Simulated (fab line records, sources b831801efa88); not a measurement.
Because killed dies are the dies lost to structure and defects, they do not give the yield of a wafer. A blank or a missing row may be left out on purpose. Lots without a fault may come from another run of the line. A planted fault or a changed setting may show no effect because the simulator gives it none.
fab line records | flow sfq_line
[record] lots = 14 | wafers = 42 | last_day = 94
route steps=325 shown I0@43 JJ@191 I6@279 M7@282
lots untouched by any fault: they come from a run of this same line in which no faults occurred
start_h: the number of hours between the record's first day and the start of the first shown wafer of the lot | wait_h: how many hours have passed since the lot's step before this one | " identical to the entry in the row above | L1.1+2: a row that stands for several wafers | - no value, or no start was given | * or withheld: withheld | < > ~ a bound
route shown NAME@n: names a module that has steps shown in the file, with the first one's number in the route | usual: average and standard deviation across the fault-free wafers | same: alike in all rows | chamber/n: place in a boat | sites: per-site readings | _std_site: how widely they spread, as a standard deviation | _edge_site: inner sites' mean taken away from outer sites' mean | radius_mm: how far each site lies from the wafer's centre | mask NAME#n: copy n | behind: the tool/chamber that last shaped the wafer | hold: reason for holding the lot/hours on hold/outcome of the hold | device: whichever transistor did not switch (one of n, p or np) | end of line: at the end of the route, the tests of the same wafers | for a step that has no rows: nothing shown but its recipe | killed: at the first sort, the dies lost to defects and structure; wafer yield is something else | map: shows each die of a wafer: x if killed, . if not, _ if none is there
set.NAME: the run value of the setting; set.NAME@STEP: its run value at that earlier step | model.NAME: the simulator's own value behind a step, which no gauge read
steps of the route over a sample of lots; a table a step, a row a wafer
services: when a tool's chamber went out of use (start_h, in hours from the record's first day, below 0 if earlier), for how many hours, and the reason
[[steps]]
[step SFQ_TRILAYER_I0_DEP_PECVD_027]
[recipe] material = SiO2 | temp_c = 150 | time_s = 111.11 | pressure_torr = 2.4 | rf_w = 183.3 | precursor = SiH4/N2O | target_thk_nm = 500
[usual] heater_power_w = 85/18 | run_length_s = 139.0/0.46 | throttle_valve_pct = 25.2/1
lot.wafer | tool     | chamber | start_h | wait_h | heater_power_w | run_length_s | throttle_valve_pct
L502.2    | pecvd-03 | 0       | 137.21  | 0.0    | 120            | 139.4        | 24.5
L502.5    | "        | 1       | "       | "      | 94             | 139.2        | 25.5
L502.6    | "        | 2       | "       | "      | 85             | 138.3        | 25.0
L504.2    | pecvd-01 | 2       | 148.01  | 0.0    | 67             | 138.5        | 25.0
L504.3    | "        | 0       | "       | "      | 76             | 138.9        | 25.0
L504.4    | "        | 1       | "       | "      | 69             | 139.4        | 24.6
L506.3    | pecvd-03 | 0       | 158.81  | 0.0    | 121            | 139.2        | 24.8
L506.5    | "        | 0       | "       | "      | 124            | 139.4        | 24.6
L506.6    | "        | 2       | "       | "      | 98             | 138.5        | 25.1
L508.1    | pecvd-02 | 1       | 169.61  | 0.0    | 96             | 140.0        | 26.4
L508.5    | "        | 1       | "       | "      | 79             | 139.3        | 26.5
L508.6    | "        | 2       | "       | "      | 56             | 138.8        | 25.5
L509.2    | pecvd-02 | 2       | 175.61  | 0.0    | 61             | 138.9        | 25.7
L509.3    | "        | 0       | "       | "      | 84             | 138.9        | 27.0
L509.4    | "        | 1       | "       | "      | 90             | 139.6        | 26.6
L510.2    | pecvd-03 | 0       | 181.61  | 0.0    | 124            | 139.1        | 24.8
L510.5    | "        | 0       | "       | "      | 107            | 139.4        | 24.6
L510.6    | "        | 1       | "       | "      | 91             | 138.8        | 25.8
L511.1    | pecvd-02 | 0       | 186.41  | 0.0    | 81             | 139.2        | 26.9
L511.2    | "        | 1       | "       | "      | 95             | 139.5        | 26.4
L511.4    | "        | 2       | "       | "      | 63             | 139.1        | 25.6
L515.2    | pecvd-02 | 1       | 228.51  | 0.0    | 70             | 170.3        | 23.4
L515.4    | "        | 2       | "       | "      | 60             | 169.9        | 23.3
L515.6    | "        | 1       | "       | "      | 75             | 170.4        | 23.3
L516.2    | pecvd-03 | 2       | 237.08  | 0.0    | 96             | 138.0        | 25.4
L516.3    | "        | 2       | "       | "      | 97             | 138.6        | 25.4
L516.4    | "        | 1       | "       | "      | 99             | 138.5        | 26.0
L518.1    | pecvd-02 | 2       | 259.71  | 0.0    | 52             | 169.7        | 23.7
L518.5    | "        | 0       | "       | "      | 79             | 169.8        | 23.1
L518.6    | "        | 1       | "       | "      | 79             | 170.5        | 23.8
L522.1    | pecvd-03 | 0       | 286.11  | 0.0    | 122            | 139.8        | 24.9
L522.2    | "        | 2       | "       | "      | 91             | 138.0        | 25.6
L522.3    | "        | 1       | "       | "      | 92             | 139.2        | 26.1
L523.1    | pecvd-03 | 0       | 288.51  | 0.0    | 122            | 139.6        | 25.1
L523.2    | "        | 2       | "       | "      | 98             | 138.9        | 25.8
L523.4    | "        | 0       | "       | "      | 106            | 139.1        | 24.9
L524.1    | pecvd-01 | 1       | 293.31  | 0.0    | 59             | 139.2        | 24.9
L524.5    | "        | 2       | "       | "      | 65             | 138.5        | 25.0
L524.6    | "        | 0       | "       | "      | 84             | 139.3        | 25.1
L525.1    | pecvd-03 | 0       | 299.38  | 0.0    | 119            | 139.2        | 25.1
L525.4    | "        | 0       | "       | "      | 123            | 139.1        | 25.2
L525.5    | "        | 2       | "       | "      | 90             | 139.0        | 25.7
[step SFQ_TRILAYER_I0_CMP_CMP_028]
[recipe] material = SiO2 | down_force_psi = 3 | platen_rpm = 60 | pad_velocity_m_s = 0.94248
[usual] motor_current_A = 10.2/0.9 | time_to_endpoint_s = 212/8.8
lot.wafer | tool   | chamber | start_h | wait_h | motor_current_A | time_to_endpoint_s
L502.2    | cmp-01 | 1       | 138.68  | 1.4    | 11.8            | 201
L502.5    | "      | 1       | 140.68  | 3.4    | 11.9            | 214
L502.6    | "      | 2       | "       | "      | 9.8             | 224
L504.3    | cmp-02 | 3       | 150.74  | 2.7    | 10.3            | 201
L504.4    | "      | 0       | "       | "      | 10.2            | 218
L504.2    | "      | 1       | "       | "      | 10.7            | 199
L506.3    | cmp-01 | 2       | 162.23  | 3.4    | 10.0            | 212
L506.5    | "      | 3       | "       | "      | 10.4            | 195
L506.6    | "      | 0       | "       | "      | 9.1             | 201
L508.1    | cmp-02 | 0       | 174.74  | 5.1    | 10.3            | 214
L508.5    | "      | 3       | 176.24  | 6.5    | 10.4            | 216
L508.6    | "      | 0       | "       | "      | 10.3            | 229
L509.2    | cmp-02 | 2       | 177.24  | 1.6    | 9.3             | 219
L509.4    | "      | 3       | "       | "      | 10.5            | 216
L509.3    | "      | 1       | 178.74  | 3.1    | 11.0            | 218
L510.2    | cmp-02 | 2       | 184.74  | 3.1    | 9.7             | 209
L510.6    | "      | 3       | "       | "      | 11.0            | 219
L510.5    | "      | 0       | "       | "      | 10.4            | 213
L511.4    | cmp-01 | 2       | 187.59  | 1.1    | 10.3            | 226
L511.1    | "      | 3       | "       | "      | 9.9             | 211
L511.2    | "      | 0       | "       | "      | 9.0             | 202
L515.4    | cmp-02 | 2       | 234.22  | 5.6    | 8.9             | 317
L515.2    | "      | 0       | 235.22  | 6.7    | 10.5            | 304
L515.6    | "      | 2       | 236.22  | 7.6    | 9.2             | 315
L516.3    | cmp-02 | 0       | 240.72  | 3.6    | 10.0            | 224
L516.2    | "      | 1       | "       | "      | 11.5            | 206
L516.4    | "      | 3       | 242.22  | 5.1    | 10.1            | 221
L518.1    | cmp-02 | 2       | 261.29  | 1.5    | 9.4             | 308
L518.6    | "      | 3       | "       | "      | 10.7            | 312
L518.5    | "      | 0       | "       | "      | 10.4            | 322
L522.3    | cmp-01 | 3       | 288.68  | 2.5    | 10.4            | 214
L522.2    | "      | 0       | "       | "      | 9.0             | 217
L522.1    | "      | 1       | "       | "      | 12.2            | 217
L523.2    | cmp-01 | 0       | 294.18  | 5.6    | 8.7             | 201
L523.4    | "      | 1       | "       | "      | 11.3            | 209
L523.1    | "      | 2       | "       | "      | 9.7             | 218
L524.1    | cmp-02 | 0       | 303.90  | 10.6   | 10.1            | 214
L524.6    | "      | 1       | "       | "      | 10.8            | 198
L524.5    | "      | 2       | "       | "      | 8.6             | 219
L525.1    | cmp-02 | 2       | 305.90  | 6.5    | 9.4             | 210
L525.4    | "      | 0       | 306.90  | 7.4    | 10.0            | 206
L525.5    | "      | 2       | 307.90  | 8.4    | 9.0             | 213
[step SFQ_JJ_OVL_MEAS_931]
[usual] J5_OVL = 2/6.6
lot.wafer | tool       | chamber | start_h | wait_h | J5_OVL[nm]
L502.2    | overlay-02 | -       | 1137.52 | 0.1    | 7
L502.5    | "          | -       | "       | "      | -1
L502.6    | "          | -       | "       | "      | 4
L504.2    | overlay-02 | -       | 1141.12 | 0.1    | 13
L504.3    | "          | -       | "       | "      | 9
L504.4    | "          | -       | "       | "      | 3
L506.3    | overlay-02 | -       | 1144.73 | 0.1    | 17
L506.5    | "          | -       | "       | "      | 17
L506.6    | "          | -       | "       | "      | 7
L508.1    | overlay-01 | -       | 1160.87 | 0.1    | -6
L508.5    | "          | -       | "       | "      | -3
L508.6    | "          | -       | "       | "      | -11
L509.2    | overlay-01 | -       | 1166.87 | 0.1    | -3
L509.3    | "          | -       | "       | "      | -6
L509.4    | "          | -       | "       | "      | -1
L510.2    | overlay-01 | -       | 1187.27 | 0.1    | -4
L510.5    | "          | -       | "       | "      | -3
L510.6    | "          | -       | "       | "      | -1
L511.1    | overlay-02 | -       | 1222.07 | 0.1    | 4
L511.2    | "          | -       | "       | "      | 7
L511.4    | "          | -       | "       | "      | 0
L515.2    | overlay-01 | -       | 1262.72 | 0.1    | 8
L515.4    | "          | -       | "       | "      | 9
L515.6    | "          | -       | "       | "      | 6
L516.2    | overlay-02 | -       | 1265.12 | 0.1    | 6
L516.3    | "          | -       | "       | "      | 4
L516.4    | "          | -       | "       | "      | 7
L518.1    | overlay-01 | -       | 1272.32 | 0.1    | 10
L518.5    | "          | -       | "       | "      | 4
L518.6    | "          | -       | "       | "      | 1
L522.1    | overlay-01 | -       | 1299.71 | 0.1    | -12
L522.2    | "          | -       | "       | "      | -5
L522.3    | "          | -       | "       | "      | -5
L523.1    | overlay-01 | -       | 1313.33 | 0.1    | -2
L523.2    | "          | -       | "       | "      | -2
L523.4    | "          | -       | "       | "      | -3
L524.1    | overlay-02 | -       | 1317.96 | 0.1    | -1
L524.5    | "          | -       | "       | "      | -7
L524.6    | "          | -       | "       | "      | -2
L525.1    | overlay-02 | -       | 1330.98 | 0.1    | 0
L525.4    | "          | -       | "       | "      | -3
L525.5    | "          | -       | "       | "      | 5
[step SFQ_TRILAYER_I6_VIA_STRIP_STRIP_173]
[recipe] gas = O2 | power_w = 200 | platen_temp_c = 40 | overash_fraction = 0.65 | chemistry = O2 | pressure_mtorr = 50
[usual] drypump_motor_current_A = 5.7/0.62 | oes_product_au = 1.001/0.012
lot.wafer | tool         | chamber | start_h | wait_h | drypump_motor_current_A | oes_product_au | rf_hours_counter_h
L502.2    | rie_metal-04 | 1       | 1717.13 | -      | 6.6                     | 0.994          | 43
L502.5    | "            | 0       | "       | "      | 5.6                     | 1.023          | -
L502.6    | "            | 1       | "       | "      | 6.6                     | 0.993          | -
L504.2    | rie_metal-03 | 1       | 1724.76 | -      | 5.7                     | 0.993          | 100
L504.3    | "            | 1       | "       | "      | 5.7                     | 0.984          | -
L504.4    | "            | 0       | "       | "      | 5.9                     | 1.019          | -
L506.3    | rie_metal-04 | 1       | 1729.36 | -      | 6.6                     | 0.992          | -
L506.5    | "            | 1       | "       | "      | 6.6                     | 0.985          | -
L506.6    | "            | 0       | "       | "      | 5.6                     | 1.007          | -
L508.1    | rie_metal-03 | 0       | 1736.31 | -      | 5.9                     | 1.029          | 71
L508.5    | "            | 1       | "       | "      | 5.7                     | 1.010          | -
L508.6    | "            | 0       | "       | "      | 5.9                     | 1.014          | -
L509.2    | rie_metal-03 | 0       | 1740.42 | -      | 5.9                     | 1.010          | 71
L509.3    | "            | 1       | "       | "      | 5.7                     | 0.997          | -
L509.4    | "            | 0       | "       | "      | 5.9                     | 1.004          | -
L510.2    | rie_metal-04 | 0       | 1752.07 | -      | 5.6                     | 1.016          | 96
L510.5    | "            | 0       | "       | "      | 5.6                     | 1.023          | -
L510.6    | "            | 1       | "       | "      | 6.5                     | 0.987          | -
L511.1    | rie_metal-02 | 0       | 1884.65 | -      | 4.6                     | 1.001          | 26
L511.2    | "            | 1       | "       | "      | 5.3                     | 0.984          | 7
L511.4    | "            | 0       | "       | "      | 4.6                     | 1.002          | -
L515.2    | rie_metal-02 | 1       | 2025.83 | -      | 5.2                     | 0.989          | 18
L515.4    | "            | 0       | "       | "      | 4.6                     | 0.998          | -
L515.6    | "            | 1       | "       | "      | 5.2                     | 0.994          | -
L516.2    | rie_metal-04 | 0       | 2031.83 | -      | 5.6                     | 1.014          | 6
L516.3    | "            | 0       | "       | "      | 5.6                     | 1.008          | -
L516.4    | "            | 1       | "       | "      | 6.6                     | 0.999          | -
L518.1    | rie_metal-04 | 1       | 2037.83 | -      | 6.6                     | 0.997          | 81
L518.5    | "            | 1       | "       | "      | 6.6                     | 0.989          | -
L518.6    | "            | 0       | "       | "      | 5.6                     | 1.013          | -
L522.1    | rie_metal-04 | 0       | 2043.83 | -      | 5.6                     | 1.019          | 8
L522.2    | "            | 1       | "       | "      | 6.6                     | 0.990          | 82
L522.3    | "            | 0       | "       | "      | 5.6                     | 1.025          | -
L523.1    | rie_metal-04 | 0       | 2046.57 | -      | 5.6                     | 1.016          | 8
L523.2    | "            | 1       | "       | "      | 6.6                     | 0.976          | 83
L523.4    | "            | 0       | "       | "      | 5.6                     | 1.007          | -
L524.1    | rie_metal-04 | 0       | 2048.97 | -      | 5.6                     | 1.023          | 9
L524.5    | "            | 0       | "       | "      | 5.6                     | 1.021          | -
L524.6    | "            | 1       | "       | "      | 6.5                     | 0.982          | -
L525.1    | rie_metal-04 | 1       | 2051.28 | -      | 6.6                     | 0.994          | 83
L525.4    | "            | 1       | "       | "      | 6.6                     | 0.979          | -
L525.5    | "            | 0       | "       | "      | 5.6                     | 1.018          | -
[step SFQ_TRILAYER_M7_DEP_SPUTTER_175]
[recipe] material = Nb | base_pressure_pa = 1.33e-06 | chamber_pressure_pa = 0.1333 | substrate_temp_c = 20 | target_thk_nm = 200 | power_w = 2000 | time_s = 133.3
[usual] throttle_valve_pct = 29.5/0.56
lot.wafer | tool           | chamber | start_h | wait_h | throttle_valve_pct
L502.2    | pvd_sputter-06 | -       | 1717.94 | 0.0    | 29.7
L502.5    | "              | -       | "       | "      | 29.2
L502.6    | "              | -       | "       | "      | 28.9
L504.2    | pvd_sputter-06 | -       | 1725.56 | 0.0    | 28.9
L504.3    | "              | -       | "       | "      | 29.2
L504.4    | "              | -       | "       | "      | 29.9
L506.3    | pvd_sputter-04 | -       | 1729.97 | 0.0    | 28.0
L506.5    | "              | -       | "       | "      | 30.6
L506.6    | "              | -       | "       | "      | 28.9
L508.1    | pvd_sputter-03 | -       | 1737.11 | 0.0    | 29.4
L508.5    | "              | -       | "       | "      | 30.0
L508.6    | "              | -       | "       | "      | 29.4
L509.2    | pvd_sputter-06 | -       | 1741.22 | 0.0    | 29.1
L509.3    | "              | -       | "       | "      | 29.6
L509.4    | "              | -       | "       | "      | 29.3
L510.2    | pvd_sputter-03 | -       | 1752.87 | 0.0    | 29.4
L510.5    | "              | -       | "       | "      | 29.3
L510.6    | "              | -       | "       | "      | 30.0
L511.1    | pvd_sputter-06 | -       | 1885.45 | 0.0    | 29.5
L511.2    | "              | -       | "       | "      | 29.0
L511.4    | "              | -       | "       | "      | 29.5
L515.2    | pvd_sputter-06 | -       | 2026.64 | 0.0    | 28.9
L515.4    | "              | -       | "       | "      | 29.6
L515.6    | "              | -       | "       | "      | 29.4
L516.2    | pvd_sputter-04 | -       | 2032.64 | 0.0    | 30.6
L516.3    | "              | -       | "       | "      | 28.8
L516.4    | "              | -       | "       | "      | 30.6
L518.1    | pvd_sputter-06 | -       | 2038.64 | 0.0    | 28.9
L518.5    | "              | -       | "       | "      | 29.0
L518.6    | "              | -       | "       | "      | 29.1
L522.1    | pvd_sputter-06 | -       | 2044.64 | 0.0    | 29.2
L522.2    | "              | -       | "       | "      | 28.9
L522.3    | "              | -       | "       | "      | 29.5
L523.1    | pvd_sputter-03 | -       | 2047.37 | 0.0    | 29.9
L523.2    | "              | -       | "       | "      | 29.9
L523.4    | "              | -       | "       | "      | 29.4
L524.1    | pvd_sputter-06 | -       | 2049.77 | 0.0    | 29.2
L524.5    | "              | -       | "       | "      | 29.6
L524.6    | "              | -       | "       | "      | 29.3
L525.1    | pvd_sputter-03 | -       | 2052.09 | 0.0    | 29.8
L525.4    | "              | -       | "       | "      | 30.3
L525.5    | "              | -       | "       | "      | 29.4
[[services]]
tool         | chamber | start_h | hours | kind
cmp-02       | -       | 117.62  | 2.6   | pm
rie_metal-04 | 0       | 204.06  | 15.5  | repair
cmp-02       | -       | 236.72  | 4.0   | pm
cmp-02       | -       | 256.53  | 1.5   | repair
rie_metal-04 | -       | 354.14  | 0.6   | repair
cmp-02       | -       | 357.25  | 2.1   | repair
rie_metal-04 | 1       | 412.99  | 4.2   | repair
cmp-02       | -       | 487.02  | 5.3   | pm
rie_metal-04 | 1       | 496.25  | 18.4  | repair
cmp-02       | -       | 501.67  | 2.2   | repair
rie_metal-04 | -       | 532.80  | 2.8   | pm
rie_metal-04 | -       | 553.75  | 1.4   | pm
cmp-02       | -       | 579.31  | 4.0   | pm
cmp-02       | -       | 583.31  | 4.2   | pm
rie_metal-04 | 1       | 587.62  | 3.4   | repair
cmp-02       | -       | 692.89  | 0.3   | repair
rie_metal-04 | -       | 769.99  | 0.4   | repair
cmp-02       | -       | 841.49  | 1.4   | repair
cmp-02       | -       | 867.24  | 6.0   | pm
rie_metal-04 | -       | 883.18  | 0.6   | repair
cmp-02       | -       | 921.64  | 4.0   | pm
rie_metal-04 | 1       | 958.72  | 2.3   | repair
cmp-02       | -       | 1023.93 | 3.4   | repair
cmp-02       | -       | 1069.07 | 15.4  | pm
[[key]]
[first_sign] step = SFQ_TRILAYER_I0_DEP_PECVD_027 | reading = run_length_s | direction = up | sigmas = 68 | usual = * | struck = *
[effect] step = SFQ_TRILAYER_I0_CMP_CMP_028 | reading = time_to_endpoint_s | direction = up | sigmas = 11 | usual = * | struck = *
met_at SFQ_TRILAYER_I0_DEP_PECVD_027
struck_lots L515,L518
not_acting_at SFQ_JJ_OVL_MEAS_931,SFQ_TRILAYER_I6_VIA_STRIP_STRIP_173,SFQ_TRILAYER_M7_DEP_SPUTTER_175
onset_between 186.41 228.51
[fault] kind = process_parameter_drift | tool = pecvd-02 | chamber = - | onset_h = 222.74 | steps = SFQ_TRILAYER_I0_DEP_PECVD_027 | channel = time_s | offset = * | shape = step | end_h = 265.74 | acts_in = * | stated = *
